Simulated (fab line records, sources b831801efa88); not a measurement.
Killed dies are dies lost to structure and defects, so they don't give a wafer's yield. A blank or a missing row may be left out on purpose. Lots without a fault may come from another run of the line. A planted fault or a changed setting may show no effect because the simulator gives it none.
Which tool did it? | flow gf180mcu | 13 lots, 38 wafers sampled, at 6 steps of a route of 602

WHAT THE GAUGES READ, wafer by wafer
GF_HV_LDD_OVL_MEAS_47.
lot  | measured     | on         | HV_LDD_03_OVL (nm)
L127 | day 12 21:10 | overlay-02 | 0.4 1.7 2.2
L128 | day 13 07:50 | overlay-01 | -1.1 -0.4 -1.2
L136 | day 15 05:41 | overlay-01 | 3.1 1.5
L137 | day 15 18:40 | overlay-02 | 1.8 2.2 1.0
L138 | day 16 05:07 | overlay-01 | 1.0 -0.8 0.7
L140 | day 16 17:19 | overlay-02 | 1.2 1.5 1.5
L141 | day 17 00:16 | overlay-01 | 1.6 3.5 2.7
L144 | day 18 03:56 | overlay-02 | 1.1 0.6 -1.8
L146 | day 18 20:07 | overlay-01 | -1.3 1.8 -0.8
L147 | day 19 03:19 | overlay-01 | 0.2 1.9 0.6
L148 | day 19 14:19 | overlay-01 | 1.9 -0.5 1.2
L149 | day 19 17:01 | overlay-01 | -1.2 0.9 -0.7
L150 | day 20 02:52 | overlay-02 | -3.1 -1.6 0.4

GF_PSD_TW_MEAS_11.
lot  | measured     | on            | PSD_TW
L127 | day 14 18:06 | film_metro-01 | 3174 3194 3187
L128 | day 15 05:54 | film_metro-01 | 3159 3160 3176
L136 | day 17 04:49 | film_metro-02 | 3146 3152
L137 | day 17 19:54 | film_metro-02 | 3132 3155 3137
L138 | day 18 07:15 | film_metro-02 | 3110 3112 3121
L140 | day 18 19:51 | film_metro-02 | 3113 3117 3114
L141 | day 19 02:50 | film_metro-04 | 3204 3198 3204
L144 | day 20 08:49 | film_metro-04 | 3173 3188 3173
L146 | day 21 00:34 | film_metro-01 | 3193 3177 3189
L147 | day 21 07:17 | film_metro-02 | 3114 3125 3123
L148 | day 21 17:08 | film_metro-02 | 3137 3131 3132
L149 | day 21 21:36 | film_metro-02 | 3121 3135 3120
L150 | day 22 06:06 | film_metro-02 | 3122 3109 3117

GF_SALICIDE_RS_MEAS_04: measures by four-point-probe.
lot  | measured     | on            | SALICIDE_TIN_RS (ohm/sq)
L127 | day 15 16:23 | film_metro-02 | 16.67 16.92 17.09
L128 | day 16 04:11 | film_metro-01 | 16.78 16.56 16.86
L136 | day 18 04:31 | film_metro-01 | 13.60 16.50
L137 | day 18 20:55 | film_metro-03 | 13.85 13.64 16.65
L138 | day 19 08:09 | film_metro-02 | 16.64 13.68 16.56
L140 | day 19 21:12 | film_metro-03 | 15.97 16.02 16.14
L141 | day 20 03:51 | film_metro-01 | 16.26 16.76 16.59
L144 | day 21 10:10 | film_metro-01 | 16.45 16.06 16.35
L146 | day 22 01:32 | film_metro-03 | 16.46 16.13 16.40
L147 | day 22 07:17 | film_metro-01 | 16.60 16.24 16.50
L148 | day 22 17:15 | film_metro-03 | 16.23 16.48 16.59
L149 | day 22 21:57 | film_metro-02 | 16.34 16.39 16.09
L150 | day 23 06:16 | film_metro-03 | 16.18 16.38 16.18

GF_SALICIDE_THK_MEAS_05: measures by xrf.
lot  | measured     | on            | SALICIDE_TIN_THK (nm)
L127 | day 15 16:31 | film_metro-02 | 20.18 20.14 20.16
L128 | day 16 04:17 | film_metro-01 | 20.07 20.04 19.93
L136 | day 18 04:37 | film_metro-01 | 31.32 20.16
L137 | day 18 21:02 | film_metro-03 | 31.43 31.62 20.29
L138 | day 19 08:16 | film_metro-02 | 20.13 31.36 20.19
L140 | day 19 21:19 | film_metro-03 | 20.26 20.23 20.22
L141 | day 20 03:58 | film_metro-01 | 20.32 20.31 20.35
L144 | day 21 10:16 | film_metro-01 | 20.36 20.31 20.35
L146 | day 22 01:39 | film_metro-03 | 20.60 20.53 20.53
L147 | day 22 07:24 | film_metro-01 | 19.77 20.09 20.06
L148 | day 22 17:22 | film_metro-03 | 20.30 20.53 20.34
L149 | day 22 22:04 | film_metro-02 | 20.49 20.28 20.36
L150 | day 23 06:23 | film_metro-03 | 20.10 20.16 19.89

WHICH TOOL RAN EACH LOT (tool, then ch and the chambers of the sampled wafers, then the start)
lot  | GF_SAB_STRIP_13                      | GF_SALICIDE_SPUTTER_03
L127 | plasma_asher-04 ch 0,1, day 15 16:09 | pvd_sputter-01, day 15 16:22
L128 | plasma_asher-02 ch 0, day 16 03:55   | pvd_sputter-01, day 16 04:08
L136 | plasma_asher-02 ch 0,1, day 18 04:16 | pvd_sputter-02, day 18 04:28
L137 | plasma_asher-01 ch 0,1, day 18 20:39 | pvd_sputter-02, day 18 20:52
L138 | plasma_asher-01 ch 0,1, day 19 07:54 | pvd_sputter-02, day 19 08:07
L140 | plasma_asher-04 ch 0,1, day 19 20:57 | pvd_sputter-04, day 19 21:10
L141 | plasma_asher-04 ch 0,1, day 20 03:37 | pvd_sputter-01, day 20 03:50
L144 | plasma_asher-01 ch 0,1, day 21 09:54 | pvd_sputter-01, day 21 10:07
L146 | plasma_asher-04 ch 0,1, day 22 01:14 | pvd_sputter-04, day 22 01:31
L147 | plasma_asher-01 ch 0,1, day 22 07:02 | pvd_sputter-02, day 22 07:15
L148 | plasma_asher-02 ch 0,1, day 22 17:01 | pvd_sputter-02, day 22 17:13
L149 | plasma_asher-04 ch 0,1, day 22 21:41 | pvd_sputter-01, day 22 21:54
L150 | plasma_asher-02 ch 0,1, day 23 05:57 | pvd_sputter-04, day 23 06:12
- GF_SAB_STRIP_13: strips in O2/N2.
- GF_SALICIDE_SPUTTER_03: material TiN, target thk 20 nm, time 16.7 s.

WHAT THE TOOLS THEMSELVES READ (means of the sampled wafers that have a number; where no wafer has one, the mark that the record gives instead)
GF_SAB_STRIP_13.
lot  | tool            | drypump_motor_current_A (A) | heater_power_w (W) | oes_product_au (a.u.) | strip_time_to_endpoint_s (s)
L127 | plasma_asher-04 | 5.4                         | 298                | 0.709                 | 12.61
L128 | plasma_asher-02 | 6.0                         | 304                | 0.708                 | 12.54
L136 | plasma_asher-02 | 5.8                         | 332                | 0.708                 | 12.61
L137 | plasma_asher-01 | 5.7                         | 320                | 0.711                 | 12.59
L138 | plasma_asher-01 | 5.5                         | 310                | 0.708                 | 12.62
L140 | plasma_asher-04 | 5.8                         | 320                | 0.710                 | 12.56
L141 | plasma_asher-04 | 5.4                         | 302                | 0.709                 | 12.62
L144 | plasma_asher-01 | 5.5                         | 313                | 0.708                 | 12.59
L146 | plasma_asher-04 | 5.4                         | 304                | 0.713                 | 12.58
L147 | plasma_asher-01 | 5.5                         | 315                | 0.711                 | 12.64
L148 | plasma_asher-02 | 5.8                         | 335                | 0.710                 | 12.64
L149 | plasma_asher-04 | 5.8                         | 319                | 0.707                 | 12.59
L150 | plasma_asher-02 | 5.8                         | 335                | 0.714                 | 12.58

GF_SALICIDE_SPUTTER_03.
lot  | tool           | throttle_valve_pct (%)
L127 | pvd_sputter-01 | 29.9
L128 | pvd_sputter-01 | 30.2
L136 | pvd_sputter-02 | 30.4
L137 | pvd_sputter-02 | 29.5
L138 | pvd_sputter-02 | 30.0
L140 | pvd_sputter-04 | 30.7
L141 | pvd_sputter-01 | 29.9
L144 | pvd_sputter-01 | 30.1
L146 | pvd_sputter-04 | 30.7
L147 | pvd_sputter-02 | 29.6
L148 | pvd_sputter-02 | 29.6
L149 | pvd_sputter-01 | 30.2
L150 | pvd_sputter-04 | 30.2

THE ANSWER, worked out from the rows above alone
Rule: what is usual is taken from the lots themselves. Put in order of their means at a reading, lots are off if they are a third of the lots or fewer, leave a main group of 4 or more, and stand apart from it by a gap of 3 or more times the standard deviation of the main group's means; of several such gaps the widest counts. A main group whose means are all the same, to the digits that the tables above print for the reading, isn't used. A lot without any number at a reading at which 4 lots or more have one is off too. The other lots that the step has rows for count as sound. The gauges are gone through in route order, then the tools' own readings, and for those a lot's mean is taken as printed above. The first step at which some lot is off is used, and at that step the reading that is off furthest; a lot without a number counts as furthest.
Off: L136, L137, L138, at GF_SALICIDE_THK_MEAS_05 (SALICIDE_TIN_THK). The main group: mean 20.24 nm, standard deviation 0.18.
A tool fits if, at a process step before that reading, it ran every lot that is off, and no sound lot after the first of them. The gauges at GF_SALICIDE_THK_MEAS_05 are tried like those tools. None of those tried fits.

WHAT THE SIMULATOR HAD PUT IN
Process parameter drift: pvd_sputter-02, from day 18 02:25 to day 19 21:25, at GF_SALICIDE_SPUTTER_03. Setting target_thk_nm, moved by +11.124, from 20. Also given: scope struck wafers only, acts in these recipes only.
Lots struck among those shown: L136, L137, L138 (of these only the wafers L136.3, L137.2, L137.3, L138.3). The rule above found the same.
